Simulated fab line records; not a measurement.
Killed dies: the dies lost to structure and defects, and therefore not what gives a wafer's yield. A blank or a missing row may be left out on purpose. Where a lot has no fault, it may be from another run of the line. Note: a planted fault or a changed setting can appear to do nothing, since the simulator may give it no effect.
Which tool was responsible?    flow sky130    Sampling: 7 lots, 21 wafers, 3 of 708 route steps

## WHAT EACH GAUGE READ, for each wafer
SKY_LDD_N_TW_MEAS_17.
lot   measured      on            LDD_N_TW
L553  day 18 00:13  filmMetro-04  2548 2557 2550
L560  day 20 20:29  filmMetro-01  2949 2931 2963
L562  day 21 09:37  filmMetro-03  3009 3003 3002
L567  day 23 23:53  filmMetro-03  2596 2592 2597
L569  day 24 20:56  filmMetro-03  2600 2594 2571
L573  day 25 16:55  filmMetro-01  2546 2538 2534
L575  day 26 00:02  filmMetro-03  2601 2598 2597

## WHAT TOOL EACH LOT RAN ON (gives the tool, then ch and the chambers of the sampled wafers, and finally the start)
lot   SKY_LDD_N_IMPLANT_08             SKY_LDD_N_STRIP_16
L553  implanter-02 ch 0, day 17 22:55  plasmaAsher-03 ch 0,1, day 18 00:07
L560  implanter-01 ch 0, day 20 19:12  plasmaAsher-01 ch 0,1, day 20 20:22
L562  implanter-01 ch 0, day 21 08:19  plasmaAsher-04 ch 0,1, day 21 09:31
L567  implanter-01 ch 0, day 23 22:38  plasmaAsher-03 ch 0,1, day 23 23:47
L569  implanter-02 ch 0, day 24 19:39  plasmaAsher-04 ch 0, day 24 20:49
L573  implanter-01 ch 0, day 25 15:37  plasmaAsher-03 ch 0,1, day 25 16:49
L575  implanter-01 ch 0, day 25 22:45  plasmaAsher-03 ch 0,1, day 25 23:55
- SKY_LDD_N_IMPLANT_08
- SKY_LDD_N_STRIP_16: strips in O2/N2.

## THE ANSWER, worked out from the rows above alone
Rule: the lots themselves supply what counts as usual. Put in order of their means at a reading, lots are off if they are a third of the lots or fewer, leave a main group of 4 or more, and stand apart from it by a gap of 3 or more times the standard deviation of the main group's means; of several such gaps the widest counts. Not used: any main group whose means are identical at the precision the tables above print for the reading. Also off: a lot with no number at a reading for which 4 or more lots have one. Where the step has rows for the other lots, those lots are counted as sound.
Off: L560, L562, seen at SKY_LDD_N_TW_MEAS_17 (LDD_N_TW). Mean 2575 and standard deviation 24 in the main group.
A tool fits if, at a process step before that reading, it ran every lot that is off, and no sound lot after the first of them. Gauges at SKY_LDD_N_TW_MEAS_17: tried the same way as those tools. None of those tried fits.

## WHAT HAD BEEN PUT IN BY THE SIMULATOR
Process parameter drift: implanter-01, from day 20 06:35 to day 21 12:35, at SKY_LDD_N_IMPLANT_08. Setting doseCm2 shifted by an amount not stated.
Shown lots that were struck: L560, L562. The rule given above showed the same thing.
